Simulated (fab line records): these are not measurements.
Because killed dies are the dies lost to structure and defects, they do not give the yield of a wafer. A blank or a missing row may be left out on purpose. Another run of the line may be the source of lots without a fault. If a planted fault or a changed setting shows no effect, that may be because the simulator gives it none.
fab line records -- flow sky130
[record] lots = 12, wafers = 35, last-day = 50
route steps=708 shown METAL2@498 VIA2@510 METAL3@534 CAPM@537 PAD_OPEN@708
lots untouched by any fault: they come from a run of this same line in which no faults occurred
start-h: hours from the record's first day to the start of the lot's first wafer shown -- wait-h: how many hours have passed since the lot's step before this one -- " same as the row above -- L1.1+2: several wafers, shown together as one row -- - no value, or no start given -- * or withheld: withheld -- < > ~ a bound
route shown NAME@n: names a module that has steps shown in the file, with the first one's number in the route -- usual: mean and standard deviation over wafers with no fault -- same: alike in all rows -- chamber/n: place in a boat -- sites: the reading at each site -- _std_site: their standard deviation -- _edge_site: inner sites' mean taken away from outer sites' mean -- radius-mm: for every site, how far away it sits from the centre of the wafer -- mask NAME#n: copy n -- behind: the tool/chamber that last shaped the wafer -- hold: cause of the lot's hold/its duration in hours/its outcome -- device: transistor that didn't switch, given as n, p or np -- end of line: the tests these same wafers got at the end of their route -- for a step that has no rows: nothing shown but its recipe -- killed: the dies lost at the first sort to structure and to defects; this is not the yield of the wafer -- map: a wafer's dies, x killed, . not, _ none there
set.NAME: the setting the step ran with; set.NAME@STEP: the setting that earlier step ran with -- model.NAME: the simulator's own value behind a step, which no gauge read
the route's steps for a sample of lots (tables are steps, rows are wafers)
services: the hour from which a tool's chamber was out of use, counted from the record's first day as start-h (under 0 if before that day), plus the number of hours and why
[[steps]]
[step SKY_METAL2_CD_MEAS_15]
[recipe] target-cd-nm = 140
[usual] cd-nm = 139.9/1.5
lot.wafer,tool,chamber,start-h,wait-h,cd-nm
L783.1,cd-sem-02,-,808.58,-,139.5
L783.4,cd-sem-02,-,808.58,-,140.1
L783.5,cd-sem-02,-,808.58,-,139.9
L784.2,cd-sem-02,-,826.41,-,142.3
L784.3,cd-sem-02,-,826.41,-,144.1
L784.4,cd-sem-02,-,826.41,-,142.0
L785.1,cd-sem-02,-,841.81,-,141.3
L785.2,cd-sem-02,-,841.81,-,140.2
L785.6,cd-sem-02,-,841.81,-,140.0
L788.1,cd-sem-01,-,859.72,-,140.6
L788.3,cd-sem-01,-,859.72,-,141.3
L788.6,cd-sem-01,-,859.72,-,140.8
L789.1,cd-sem-01,-,870.92,-,139.8
L789.4,cd-sem-01,-,870.92,-,138.4
L789.6,cd-sem-01,-,870.92,-,138.7
L791.1,cd-sem-01,-,884.76,-,140.7
L791.3,cd-sem-01,-,884.76,-,139.3
L791.5,cd-sem-01,-,884.76,-,138.7
L796.2,cd-sem-01,-,918.63,-,140.2
L796.3,cd-sem-01,-,918.63,-,141.0
L796.6,cd-sem-01,-,918.63,-,140.5
L799.3,cd-sem-01,-,944.76,-,141.4
L799.6,cd-sem-01,-,944.76,-,140.8
L800.1,cd-sem-01,-,951.12,-,140.3
L800.5,cd-sem-01,-,951.12,-,141.6
L800.6,cd-sem-01,-,951.12,-,139.2
L802.1,cd-sem-02,-,977.82,-,138.5
L802.2,cd-sem-02,-,977.82,-,140.0
L802.6,cd-sem-02,-,977.82,-,139.3
L803.1,cd-sem-02,-,979.07,-,142.2
L803.3,cd-sem-02,-,979.07,-,141.6
L803.5,cd-sem-02,-,979.07,-,142.2
L806.2,cd-sem-02,-,990.69,-,137.2
L806.4,cd-sem-02,-,990.69,-,139.3
L806.5,cd-sem-02,-,990.69,-,140.1
[step SKY_VIA2_BOW_MEAS_03]
[recipe] mode = bow
[usual] VIA2_BOW = 83/8.1
lot.wafer,tool,chamber,start-h,wait-h,VIA2_BOW[um]
L783.1,film-metro-03,-,810.39,0.1,88
L783.4,film-metro-03,-,810.39,0.1,82
L783.5,film-metro-03,-,810.39,0.1,80
L784.2,film-metro-01,-,827.83,0.2,77
L784.3,film-metro-01,-,827.83,0.2,72
L784.4,film-metro-01,-,827.83,0.2,80
L785.1,film-metro-04,-,843.23,0.2,78
L785.2,film-metro-04,-,843.23,0.2,84
L785.6,film-metro-04,-,843.23,0.2,79
L788.1,film-metro-04,-,861.14,0.2,97
L788.3,film-metro-04,-,861.14,0.2,93
L788.6,film-metro-04,-,861.14,0.2,90
L789.1,film-metro-03,-,872.34,0.1,76
L789.4,film-metro-03,-,872.34,0.1,94
L789.6,film-metro-03,-,872.34,0.1,83
L791.1,film-metro-03,-,886.18,0.1,99
L791.3,film-metro-03,-,886.18,0.1,82
L791.5,film-metro-03,-,886.18,0.1,80
L796.2,film-metro-01,-,920.14,0.3,71
L796.3,film-metro-01,-,920.14,0.3,75
L796.6,film-metro-01,-,920.14,0.3,71
L799.3,film-metro-03,-,946.19,0.1,83
L799.6,film-metro-03,-,946.19,0.1,83
L800.1,film-metro-03,-,952.58,0.2,89
L800.5,film-metro-03,-,952.58,0.2,82
L800.6,film-metro-03,-,952.58,0.2,83
L802.1,film-metro-01,-,979.24,0.2,78
L802.2,film-metro-01,-,979.24,0.2,84
L802.6,film-metro-01,-,979.24,0.2,64
L803.1,film-metro-03,-,980.67,0.1,81
L803.3,film-metro-03,-,980.67,0.1,89
L803.5,film-metro-03,-,980.67,0.1,85
L806.2,film-metro-04,-,992.13,0.3,82
L806.4,film-metro-04,-,992.13,0.3,90
L806.5,film-metro-04,-,992.13,0.3,94
[step SKY_METAL3_SPUTTER_02]
[recipe] material = AlCu, target-thk-nm = 735, power-w = 10600, time-s = 39.1, chamber-pressure-pa = 0.4
[usual] chamber-pressure-pa = 0.4000/0.00079, throttle-valve-pct = 29.7/0.95
lot.wafer,tool,chamber,start-h,wait-h,chamber-pressure-pa,throttle-valve-pct
L783.1,pvd-sputter-04,-,838.09,0.0,0.4003,30.5
L783.4,pvd-sputter-04,-,838.09,0.0,0.4000,28.4
L783.5,pvd-sputter-04,-,838.09,0.0,0.4012,29.3
L784.2,pvd-sputter-04,-,855.46,0.0,0.4010,31.4
L784.3,pvd-sputter-04,-,855.46,0.0,0.3992,28.2
L784.4,pvd-sputter-04,-,855.46,0.0,0.3995,29.7
L785.1,pvd-sputter-02,-,870.45,0.0,0.3999,30.0
L785.2,pvd-sputter-02,-,870.45,0.0,0.3994,29.3
L785.6,pvd-sputter-02,-,870.45,0.0,0.4019,29.0
L788.1,pvd-sputter-04,-,888.44,0.0,0.3980,29.7
L788.3,pvd-sputter-04,-,888.44,0.0,0.4011,28.3
L788.6,pvd-sputter-04,-,888.44,0.0,0.3993,28.2
L789.1,pvd-sputter-02,-,900.03,0.0,0.4002,30.2
L789.4,pvd-sputter-02,-,900.03,0.0,0.4006,28.9
L789.6,pvd-sputter-02,-,900.03,0.0,0.3998,30.3
L791.1,pvd-sputter-02,-,912.20,0.0,0.4003,29.8
L791.3,pvd-sputter-02,-,912.20,0.0,0.4017,28.9
L791.5,pvd-sputter-02,-,912.20,0.0,0.4016,29.3
L796.2,pvd-sputter-02,-,946.75,0.0,0.4002,28.8
L796.3,pvd-sputter-02,-,946.75,0.0,0.3993,29.3
L796.6,pvd-sputter-02,-,946.75,0.0,0.3992,29.4
L799.3,pvd-sputter-02,-,971.64,0.0,0.4003,29.3
L799.6,pvd-sputter-02,-,971.64,0.0,0.3994,28.9
L800.1,pvd-sputter-04,-,977.79,0.0,0.4007,28.5
L800.5,pvd-sputter-04,-,977.79,0.0,0.3995,31.7
L800.6,pvd-sputter-04,-,977.79,0.0,0.4006,29.5
L802.1,pvd-sputter-02,-,1004.55,0.0,0.3999,29.3
L802.2,pvd-sputter-02,-,1004.55,0.0,0.4001,30.2
L802.6,pvd-sputter-02,-,1004.55,0.0,0.3983,29.3
L803.1,pvd-sputter-04,-,1006.14,0.0,0.3998,31.9
L803.3,pvd-sputter-04,-,1006.14,0.0,0.3998,30.0
L803.5,pvd-sputter-04,-,1006.14,0.0,0.4009,30.0
L806.2,pvd-sputter-04,-,1016.94,0.0,0.4005,29.4
L806.4,pvd-sputter-04,-,1016.94,0.0,0.4002,30.6
L806.5,pvd-sputter-04,-,1016.94,0.0,0.4002,30.2
[step SKY_CAPM_CVD_00]
[recipe] material = SiO2, target-thk-nm = 15.5, temp-c = 400, time-s = withheld, rf-w = 450
[usual] heater-power-w = 750/73
lot.wafer,tool,chamber,start-h,wait-h,heater-power-w
L783.1,pecvd-02,1,838.20,0.0,754
L783.4,pecvd-02,0,838.20,0.0,631
L783.5,pecvd-02,2,838.20,0.0,868
L784.2,pecvd-01,2,855.57,0.0,797
L784.3,pecvd-01,0,855.57,0.0,791
L784.4,pecvd-01,1,855.57,0.0,787
L785.1,pecvd-04,0,870.55,0.0,755
L785.2,pecvd-04,1,870.55,0.0,845
L785.6,pecvd-04,2,870.55,0.0,721
L788.1,pecvd-04,2,888.55,0.0,724
L788.3,pecvd-04,0,888.55,0.0,748
L788.6,pecvd-04,1,888.55,0.0,742
L789.1,pecvd-01,2,900.15,0.0,789
L789.4,pecvd-01,0,900.15,0.0,658
L789.6,pecvd-01,2,900.15,0.0,785
L791.1,pecvd-01,2,912.30,0.0,804
L791.3,pecvd-01,0,912.30,0.0,786
L791.5,pecvd-01,0,912.30,0.0,814
L796.2,pecvd-02,2,946.86,0.0,839
L796.3,pecvd-02,0,946.86,0.0,680
L796.6,pecvd-02,2,946.86,0.0,833
L799.3,pecvd-02,1,971.74,0.0,809
L799.6,pecvd-02,2,971.74,0.0,878
L800.1,pecvd-02,1,977.89,0.0,771
L800.5,pecvd-02,0,977.89,0.0,680
L800.6,pecvd-02,1,977.89,0.0,776
L802.1,pecvd-01,1,1004.66,0.0,742
L802.2,pecvd-01,2,1004.66,0.0,732
L802.6,pecvd-01,2,1004.66,0.0,721
L803.1,pecvd-04,2,1006.24,0.0,679
L803.3,pecvd-04,2,1006.24,0.0,684
L803.5,pecvd-04,2,1006.24,0.0,691
L806.2,pecvd-01,0,1017.04,0.0,691
L806.4,pecvd-01,0,1017.04,0.0,670
L806.5,pecvd-01,1,1017.04,0.0,816
[step SKY_CAPM_THK_MEAS_01]
[recipe] reads = SiO2_of_CAPM_CVD_00
[usual] CAPM_CVD_00_THK = 15.45/0.18
lot.wafer,tool,chamber,start-h,wait-h,hold,CAPM_CVD_00_THK[nm]
L783.1,film-metro-02,-,838.22,-,-,15.36
L783.4,film-metro-02,-,838.22,-,-,15.60
L783.5,film-metro-02,-,838.22,-,-,15.54
L784.2,film-metro-03,-,855.60,-,-,15.38
L784.3,film-metro-03,-,855.60,-,-,15.18
L784.4,film-metro-03,-,855.60,-,-,15.69
L785.1,film-metro-04,-,870.57,-,-,15.37
L785.2,film-metro-04,-,870.57,-,-,15.34
L785.6,film-metro-04,-,870.57,-,-,15.53
L788.1,film-metro-03,-,888.57,-,-,15.40
L788.3,film-metro-03,-,888.57,-,-,15.24
L788.6,film-metro-03,-,888.57,-,-,15.59
L789.1,film-metro-04,-,900.17,-,-,15.29
L789.4,film-metro-04,-,900.17,-,-,15.54
L789.6,film-metro-04,-,900.17,-,-,15.78
L791.1,film-metro-02,-,912.32,-,-,15.34
L791.3,film-metro-02,-,912.32,-,-,15.26
L791.5,film-metro-02,-,912.32,-,-,15.85
L796.2,film-metro-02,-,946.89,-,-,15.28
L796.3,film-metro-02,-,946.89,-,-,15.51
L796.6,film-metro-02,-,946.89,-,-,15.46
L799.3,film-metro-04,-,971.79,-,await-dispo/0.2h/release,9.36
L799.6,film-metro-04,-,971.79,-,await-dispo/0.2h/release,9.46
L799.3,film-metro-04,-,972.01,0.2,-,9.30
L799.6,film-metro-04,-,972.01,0.2,-,9.43
L800.1,film-metro-04,-,977.91,-,await-dispo/0.2h/release,15.17
L800.5,film-metro-04,-,977.91,-,await-dispo/0.2h/release,15.52
L800.6,film-metro-04,-,977.91,-,await-dispo/0.2h/release,9.29
L800.1,film-metro-04,-,978.20,0.3,-,15.18
L800.5,film-metro-04,-,978.20,0.3,-,15.60
L800.6,film-metro-04,-,978.20,0.3,-,9.26
L802.1,film-metro-02,-,1004.68,-,-,15.17
L802.2,film-metro-02,-,1004.68,-,-,15.22
L802.6,film-metro-02,-,1004.68,-,-,15.41
L803.1,film-metro-04,-,1006.28,-,-,15.19
L803.3,film-metro-04,-,1006.28,-,-,15.62
L803.5,film-metro-04,-,1006.28,-,-,15.37
L806.2,film-metro-04,-,1017.08,-,-,15.17
L806.4,film-metro-04,-,1017.08,-,-,15.60
L806.5,film-metro-04,-,1017.08,-,-,15.48
[step SKY_METAL3_ETCH_17]
[recipe] target = SiO2, stop-on = TiN, chemistry = C4F8/O2/Ar, source-w = 1500, bias-w = 1200, pressure-mtorr = 40, c4f8-flow-sccm = withheld, O2_flow_sccm = 6, Ar_flow_sccm = 300, time-s = 3.9, target-depth-a = 150
[usual] oes-product-au = 0.753/0.0062
lot.wafer,tool,chamber,start-h,wait-h,oes-product-au,rf-hours-counter-h
L783.1,rie-diel-03,1,891.07,0.2,0.756,4
L783.4,rie-diel-03,3,891.07,0.2,0.765,8
L783.5,rie-diel-03,2,891.07,0.2,0.762,-
L784.2,rie-diel-03,0,907.22,0.1,0.751,13
L784.3,rie-diel-03,1,907.22,0.1,0.750,5
L784.4,rie-diel-03,3,907.22,0.1,0.757,9
L785.1,rie-diel-01,2,922.51,0.1,0.751,9
L785.2,rie-diel-01,1,922.51,0.1,0.751,11
L785.6,rie-diel-01,3,922.51,0.1,0.757,-
L788.1,rie-diel-03,1,939.47,0.2,0.753,6
L788.3,rie-diel-03,0,939.47,0.2,0.750,14
L788.6,rie-diel-03,2,939.47,0.2,0.761,-
L789.1,rie-diel-02,1,949.64,0.1,0.759,8
L789.4,rie-diel-02,0,949.64,0.1,0.755,17
L789.6,rie-diel-02,0,949.64,0.1,0.762,-
L791.1,rie-diel-03,2,962.90,0.2,0.752,16
L791.3,rie-diel-03,0,962.90,0.2,0.754,15
L791.5,rie-diel-03,3,962.90,0.2,0.763,-
L796.2,rie-diel-01,0,995.37,0.1,0.747,14
L796.3,rie-diel-01,1,995.37,0.1,0.760,13
L796.6,rie-diel-01,1,995.37,0.1,0.746,-
L799.3,rie-diel-03,1,1021.11,0.0,0.600,8
L799.6,rie-diel-03,3,1021.11,0.0,0.601,-
L800.1,rie-diel-01,1,1024.96,0.1,0.745,15
L800.5,rie-diel-01,3,1024.96,0.1,0.753,-
L800.6,rie-diel-01,2,1024.96,0.1,0.605,-
L802.1,rie-diel-01,0,1050.22,0.1,0.749,16
L802.2,rie-diel-01,3,1050.22,0.1,0.753,20
L802.6,rie-diel-01,1,1050.22,0.1,0.752,-
L803.1,rie-diel-03,2,1051.84,0.1,0.749,19
L803.3,rie-diel-03,0,1051.84,0.1,0.757,18
L803.5,rie-diel-03,1,1051.84,0.1,0.748,-
L806.2,rie-diel-02,0,1062.55,0.1,0.753,21
L806.4,rie-diel-02,1,1062.55,0.1,0.750,12
L806.5,rie-diel-02,0,1062.55,0.1,0.756,-
[step SKY_PAD_OPEN_PROBE_99]
[usual] defect-limited-yield = 82.4/1.8, killed_at_M0_to_M3 = 45/6.8, killed_at_M4_up = 3.2/1.6, killed-at-contacts = 24/5.1, killed-at-front-end = 14/4.4, killed-at-other = 0.4/0.65, killed-dies = 87/8.8, killed-open = 47/7.2, killed-short = 39/6.1
[same] gross-dies = 492, killed-at-back-side = 0
lot.wafer,tool,chamber,start-h,wait-h,defect-limited-yield[%],killed_at_M0_to_M3,killed_at_M4_up,killed-at-contacts,killed-at-front-end,killed-at-other,killed-dies,killed-open,killed-short
L783.1,prober-01,-,1063.79,0.1,81.3,37,5,31,19,0,92,49,43
L783.4,prober-01,-,1063.94,0.2,84.1,42,3,24,9,0,78,44,34
L783.5,prober-01,-,1063.99,0.2,79.9,46,1,27,25,0,99,54,44
L784.2,prober-01,-,1079.99,0.1,83.9,36,4,25,13,1,79,37,42
L784.3,prober-01,-,1080.04,0.2,82.7,45,2,20,18,0,85,49,36
L784.4,prober-01,-,1080.09,0.2,82.3,36,2,30,18,1,87,52,35
L785.1,prober-02,-,1092.89,0.1,82.5,39,6,19,20,2,86,45,40
L785.2,prober-02,-,1092.94,0.1,82.5,39,4,21,22,0,86,48,37
L785.6,prober-02,-,1093.14,0.2,82.1,46,3,27,11,1,88,52,36
L788.1,prober-01,-,1104.90,0.1,84.6,45,2,23,5,1,76,33,42
L788.3,prober-01,-,1105.00,0.2,81.5,50,4,30,7,0,91,51,40
L788.6,prober-01,-,1105.15,0.2,79.9,51,2,27,16,3,99,46,50
L789.1,prober-02,-,1114.84,0.1,81.9,49,5,25,9,1,89,48,40
L789.4,prober-02,-,1114.99,0.2,83.3,42,2,27,11,0,82,48,33
L789.6,prober-02,-,1115.09,0.2,82.9,38,3,32,11,0,84,50,34
L791.1,prober-02,-,1123.74,0.1,84.1,44,1,14,19,0,78,45,33
L791.3,prober-02,-,1123.84,0.2,86.6,25,6,24,11,0,66,31,34
L791.5,prober-02,-,1123.94,0.2,82.5,38,5,28,15,0,86,43,43
L796.2,prober-01,-,1150.88,0.1,81.9,51,4,12,21,1,89,47,42
L796.3,prober-01,-,1150.93,0.2,85.0,38,2,26,7,1,74,39,34
L796.6,prober-01,-,1151.08,0.2,84.6,31,4,24,17,0,76,38,38
L799.3,prober-02,-,1170.09,0.2,83.7,40,2,25,13,0,80,35,45
L799.6,prober-02,-,1170.24,0.2,84.1,34,4,21,17,2,78,39,38
L800.1,prober-01,-,1174.47,0.1,81.9,41,5,28,15,0,89,45,44
L800.5,prober-01,-,1174.67,0.2,83.5,46,5,20,10,0,81,40,40
L800.6,prober-01,-,1174.72,0.2,81.3,41,3,26,21,1,92,52,39
L802.1,prober-01,-,1193.47,0.1,83.3,49,3,16,14,0,82,45,37
L802.2,prober-01,-,1193.52,0.1,80.7,51,2,24,18,0,95,58,37
L802.6,prober-01,-,1193.72,0.2,81.5,44,2,28,17,0,91,44,47
L803.1,prober-02,-,1195.12,0.1,81.1,49,4,23,16,1,93,58,34
L803.3,prober-02,-,1195.22,0.2,83.7,35,4,25,15,1,80,37,42
L803.5,prober-02,-,1195.32,0.2,84.6,28,9,21,18,0,76,36,40
L806.2,prober-01,-,1202.98,0.1,82.7,47,5,22,10,1,85,45,40
L806.4,prober-01,-,1203.08,0.2,82.1,45,2,26,15,0,88,48,40
L806.5,prober-01,-,1203.13,0.2,83.3,41,2,15,22,2,82,34,46
// killed by level:class
L783.1 LI_CONTACT:geometric-particle:open=10 CONTACT:geometric-particle:open=10 CONTACT:geometric-particle:short=8 METAL2:geometric-particle:short=8 VIA1:geometric-particle:open=7 VIA2:geometric-particle:open=5 FIELD_ISO:geometric-particle:short=4 METAL1:geometric-particle:short=4
L783.4 VIA1:geometric-particle:open=12 CONTACT:geometric-particle:open=11 METAL2:geometric-particle:short=10 VIA3:geometric-particle:open=7 LI_CONTACT:geometric-particle:open=5 FIELD_ISO:geometric-particle:short=4 CONTACT:geometric-particle:short=4 POLY_GATE:geometric-particle:open=2
L783.5 CONTACT:geometric-particle:open=15 VIA3:geometric-particle:open=12 FIELD_ISO:geometric-particle:short=7 METAL2:geometric-particle:short=7 VIA1:geometric-particle:open=7 LI_CONTACT:geometric-particle:open=5 VIA1:geometric-particle:short=5 POLY_GATE:geometric-particle:short=4
L784.2 CONTACT:geometric-particle:open=9 VIA1:geometric-particle:open=8 FIELD_ISO:geometric-particle:short=7 VIA2:geometric-particle:open=7 METAL1:geometric-particle:short=5 METAL2:geometric-particle:short=5 LI_CONTACT:geometric-particle:open=4 CONTACT:geometric-particle:short=4
L784.3 VIA1:geometric-particle:open=9 CONTACT:geometric-particle:open=7 METAL2:geometric-particle:short=7 VIA3:geometric-particle:open=7 LI_CONTACT:geometric-particle:open=6 VIA1:geometric-particle:short=6 FIELD_ISO:geometric-particle:open=5 FIELD_ISO:geometric-particle:short=4
L784.4 LI_CONTACT:geometric-particle:open=10 CONTACT:geometric-particle:open=10 VIA1:geometric-particle:open=9 VIA2:geometric-particle:open=8 FIELD_ISO:geometric-particle:open=6 METAL2:geometric-particle:short=6 FIELD_ISO:geometric-particle:short=5 CONTACT:geometric-particle:short=5
L785.1 FIELD_ISO:geometric-particle:open=10 VIA1:geometric-particle:open=10 CONTACT:geometric-particle:open=9 VIA2:geometric-particle:open=6 METAL4:geometric-particle:short=6 METAL1:geometric-particle:short=5 FIELD_ISO:geometric-particle:short=4 POLY_GATE:geometric-particle:short=4
L785.2 LI_CONTACT:geometric-particle:open=10 VIA1:geometric-particle:open=7 POLY_GATE:geometric-particle:open=6 METAL2:geometric-particle:short=6 VIA2:geometric-particle:open=6 POLY_GATE:geometric-particle:short=5 FIELD_ISO:geometric-particle:short=4 CONTACT:geometric-particle:open=4
L785.6 LI_CONTACT:geometric-particle:open=10 CONTACT:geometric-particle:open=10 VIA1:geometric-particle:open=9 METAL1:geometric-particle:short=8 VIA2:geometric-particle:open=6 VIA3:geometric-particle:open=6 POLY_GATE:geometric-particle:open=5 VIA3:geometric-particle:short=5
L788.1 METAL1:geometric-particle:short=8 LI_CONTACT:geometric-particle:open=7 CONTACT:geometric-particle:open=7 VIA3:geometric-particle:open=6 VIA1:geometric-particle:open=6 VIA3:geometric-particle:short=5 VIA2:geometric-particle:open=4 LOCAL_INTERCONNECT:geometric-particle:short=4
L788.3 VIA3:geometric-particle:open=13 CONTACT:geometric-particle:open=13 METAL2:geometric-particle:short=9 LI_CONTACT:geometric-particle:open=7 CONTACT:geometric-particle:short=7 VIA1:geometric-particle:open=5 VIA1:geometric-particle:short=4 VIA3:geometric-particle:short=4
L788.6 CONTACT:geometric-particle:open=16 METAL2:geometric-particle:short=8 CONTACT:geometric-particle:short=7 VIA2:geometric-particle:open=7 VIA1:geometric-particle:open=7 METAL3:geometric-particle:short=6 VIA1:geometric-particle:short=6 FIELD_ISO:geometric-particle:short=4
L789.1 VIA1:geometric-particle:open=10 METAL1:geometric-particle:short=9 LI_CONTACT:geometric-particle:open=8 CONTACT:geometric-particle:open=8 VIA2:geometric-particle:open=7 CONTACT:geometric-particle:short=6 METAL2:geometric-particle:short=6 VIA3:geometric-particle:open=5
L789.4 CONTACT:geometric-particle:open=13 VIA2:geometric-particle:open=9 METAL1:geometric-particle:short=8 VIA3:geometric-particle:open=7 METAL2:geometric-particle:short=6 LI_CONTACT:geometric-particle:open=4 CONTACT:geometric-particle:short=4 VIA1:geometric-particle:open=4
L789.6 CONTACT:geometric-particle:open=9 VIA1:geometric-particle:open=9 LI_CONTACT:geometric-particle:open=9 METAL1:geometric-particle:short=7 VIA2:geometric-particle:open=5 VIA3:geometric-particle:open=5 VIA2:geometric-particle:short=4 LOCAL_INTERCONNECT:geometric-particle:open=4
L791.1 VIA1:geometric-particle:open=11 POLY_GATE:geometric-particle:open=7 METAL2:geometric-particle:short=7 VIA2:geometric-particle:open=7 VIA3:geometric-particle:open=5 POLY_GATE:geometric-particle:short=4 LI_CONTACT:geometric-particle:open=4 CONTACT:geometric-particle:open=4
L791.3 CONTACT:geometric-particle:open=8 LI_CONTACT:geometric-particle:open=6 METAL2:geometric-particle:short=6 VIA1:geometric-particle:open=5 LOCAL_INTERCONNECT:geometric-particle:short=4 CONTACT:geometric-particle:short=4 METAL4:geometric-particle:short=4 FIELD_ISO:geometric-particle:short=3
L791.5 CONTACT:geometric-particle:short=9 CONTACT:geometric-particle:open=8 VIA1:geometric-particle:open=7 LI_CONTACT:geometric-particle:open=6 VIA3:geometric-particle:open=6 FIELD_ISO:geometric-particle:short=4 METAL3:geometric-particle:open=4 LOCAL_INTERCONNECT:geometric-particle:short=4
L796.2 VIA1:geometric-particle:open=13 VIA3:geometric-particle:open=11 POLY_GATE:geometric-particle:open=6 METAL1:geometric-particle:short=6 VIA2:geometric-particle:open=6 POLY_GATE:geometric-particle:short=5 LI_CONTACT:geometric-particle:short=5 VIA3:geometric-particle:short=5
L796.3 VIA3:geometric-particle:open=12 CONTACT:geometric-particle:open=7 METAL2:geometric-particle:short=7 LI_CONTACT:geometric-particle:open=6 CONTACT:geometric-particle:short=5 VIA2:geometric-particle:open=4 LI_CONTACT:geometric-particle:short=4 LOCAL_INTERCONNECT:geometric-particle:short=4
L796.6 CONTACT:geometric-particle:open=9 FIELD_ISO:geometric-particle:open=6 CONTACT:geometric-particle:short=6 VIA1:geometric-particle:open=6 VIA1:geometric-particle:short=6 FIELD_ISO:geometric-particle:short=5 LI_CONTACT:geometric-particle:open=5 METAL2:geometric-particle:short=4
L799.3 CONTACT:geometric-particle:open=8 METAL1:geometric-particle:short=8 VIA1:geometric-particle:open=7 METAL2:geometric-particle:short=7 LI_CONTACT:geometric-particle:open=6 FIELD_ISO:geometric-particle:short=5 FIELD_ISO:geometric-particle:open=4 CONTACT:geometric-particle:short=4
L799.6 VIA1:geometric-particle:open=10 VIA1:geometric-particle:short=6 LI_CONTACT:geometric-particle:open=6 CONTACT:geometric-particle:open=6 FIELD_ISO:geometric-particle:short=5 LOCAL_INTERCONNECT:geometric-particle:short=5 VIA2:geometric-particle:open=5 FIELD_ISO:geometric-particle:open=3
L800.1 CONTACT:geometric-particle:open=9 VIA2:geometric-particle:open=8 CONTACT:geometric-particle:short=7 LI_CONTACT:geometric-particle:open=7 METAL1:geometric-particle:short=6 VIA3:geometric-particle:short=6 VIA1:geometric-particle:open=5 METAL2:geometric-particle:short=5
L800.5 VIA1:geometric-particle:open=9 LI_CONTACT:geometric-particle:open=8 METAL1:geometric-particle:short=7 VIA2:geometric-particle:open=6 VIA1:geometric-particle:short=6 CONTACT:geometric-particle:open=5 METAL2:geometric-particle:short=5 METAL4:geometric-particle:short=5
L800.6 VIA1:geometric-particle:open=11 LI_CONTACT:geometric-particle:open=10 FIELD_ISO:geometric-particle:short=6 VIA1:geometric-particle:short=6 FIELD_ISO:geometric-particle:open=5 CONTACT:geometric-particle:open=5 CONTACT:geometric-particle:short=5 METAL1:geometric-particle:short=4
L802.1 VIA1:geometric-particle:open=12 VIA2:geometric-particle:open=9 METAL1:geometric-particle:short=7 CONTACT:geometric-particle:open=6 VIA3:geometric-particle:open=6 POLY_GATE:geometric-particle:short=5 POLY_GATE:geometric-particle:open=4 LI_CONTACT:geometric-particle:open=4
L802.2 VIA1:geometric-particle:open=13 CONTACT:geometric-particle:open=11 METAL2:geometric-particle:short=7 LI_CONTACT:geometric-particle:open=6 VIA3:geometric-particle:open=6 METAL1:geometric-particle:short=5 VIA2:geometric-particle:open=5 FIELD_ISO:geometric-particle:open=4
L802.6 VIA1:geometric-particle:open=12 CONTACT:geometric-particle:open=10 METAL1:geometric-particle:short=8 LOCAL_INTERCONNECT:geometric-particle:short=7 POLY_GATE:geometric-particle:short=6 VIA3:geometric-particle:open=6 FIELD_ISO:geometric-particle:short=5 LI_CONTACT:geometric-particle:open=4
L803.1 CONTACT:geometric-particle:open=10 VIA3:geometric-particle:open=10 VIA1:geometric-particle:open=9 METAL1:geometric-particle:short=7 POLY_GATE:geometric-particle:open=5 LI_CONTACT:geometric-particle:open=5 FIELD_ISO:geometric-particle:open=4 VIA1:geometric-particle:short=4
L803.3 LI_CONTACT:geometric-particle:open=10 VIA1:geometric-particle:short=6 FIELD_ISO:geometric-particle:short=5 CONTACT:geometric-particle:open=5 VIA2:geometric-particle:open=5 POLY_GATE:geometric-particle:short=4 VIA2:geometric-particle:short=4 VIA3:geometric-particle:short=4
L803.5 FIELD_ISO:geometric-particle:short=9 CONTACT:geometric-particle:open=8 VIA1:geometric-particle:open=7 METAL4:geometric-particle:short=6 METAL1:geometric-particle:short=5 CONTACT:geometric-particle:short=4 LOCAL_INTERCONNECT:geometric-particle:short=4 FIELD_ISO:geometric-particle:open=3
L806.2 VIA1:geometric-particle:open=11 VIA1:geometric-particle:short=9 LI_CONTACT:geometric-particle:open=8 METAL2:geometric-particle:short=5 LI_CONTACT:geometric-particle:short=5 VIA2:geometric-particle:open=5 CONTACT:geometric-particle:open=5 VIA3:geometric-particle:short=5
L806.4 VIA1:geometric-particle:open=9 METAL1:geometric-particle:short=8 VIA2:geometric-particle:open=8 VIA3:geometric-particle:open=8 CONTACT:geometric-particle:open=6 LOCAL_INTERCONNECT:geometric-particle:short=6 LI_CONTACT:geometric-particle:open=5 LI_CONTACT:geometric-particle:short=5
L806.5 VIA1:geometric-particle:open=8 VIA2:geometric-particle:short=7 POLY_GATE:geometric-particle:open=6 VIA1:geometric-particle:short=6 FIELD_ISO:geometric-particle:open=5 METAL1:geometric-particle:short=5 POLY_GATE:geometric-particle:short=4 LOCAL_INTERCONNECT:geometric-particle:short=4
[[services]]
tool,chamber,start-h,hours,kind
pecvd-02,-,840.18,1.0,repair
rie-diel-03,1,843.60,13.1,repair
pecvd-04,-,859.63,3.2,repair
rie-diel-02,1,884.79,5.1,repair
rie-diel-03,-,898.55,4.2,repair
pecvd-04,1,899.29,3.6,repair
rie-diel-02,2,903.95,10.2,repair
pecvd-02,1,919.65,4.8,repair
pecvd-01,1,927.24,3.8,repair
rie-diel-01,2,932.44,14.3,repair
rie-diel-01,3,940.84,6.3,repair
pvd-sputter-04,-,942.86,2.5,repair
pecvd-01,-,956.49,1.1,repair
rie-diel-03,0,964.45,6.0,repair
rie-diel-03,1,968.94,7.9,repair
rie-diel-03,3,971.46,3.1,repair
rie-diel-01,1,978.05,4.4,repair
rie-diel-01,0,999.86,12.3,repair
rie-diel-01,2,1007.87,2.7,repair
rie-diel-01,1,1017.56,2.5,repair
pecvd-01,2,1022.87,8.4,repair
pvd-sputter-04,-,1036.50,5.6,repair
rie-diel-03,2,1040.24,4.1,repair
pecvd-02,-,1059.46,6.0,pm
[[key]]
[first-sign] step = SKY_CAPM_THK_MEAS_01, reading = visit, direction = added
[effect] step = SKY_CAPM_THK_MEAS_01, reading = CAPM_CVD_00_THK, direction = down, sigmas = 33, usual = 15.45, struck = 9.37
[effect] step = SKY_METAL3_ETCH_17, reading = oes-product-au, direction = down, sigmas = 24, usual = 0.753, struck = 0.602
met-at SKY_CAPM_CVD_00
struck-lots L799,L800
struck-wafers L799.3,L799.6,L800.6
not-acting-at SKY_METAL2_CD_MEAS_15,SKY_VIA2_BOW_MEAS_03,SKY_METAL3_SPUTTER_02
onset-between 946.86 971.74
[fault] kind = process-parameter-drift, tool = pecvd-02, chamber = -, onset-h = 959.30, steps = SKY_CAPM_CVD_00, channel = target-thk-nm, offset = -6.153, shape = step, end-h = 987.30, scope = struck-wafers-only, acts-in = these-recipes-only, stated = 15.5
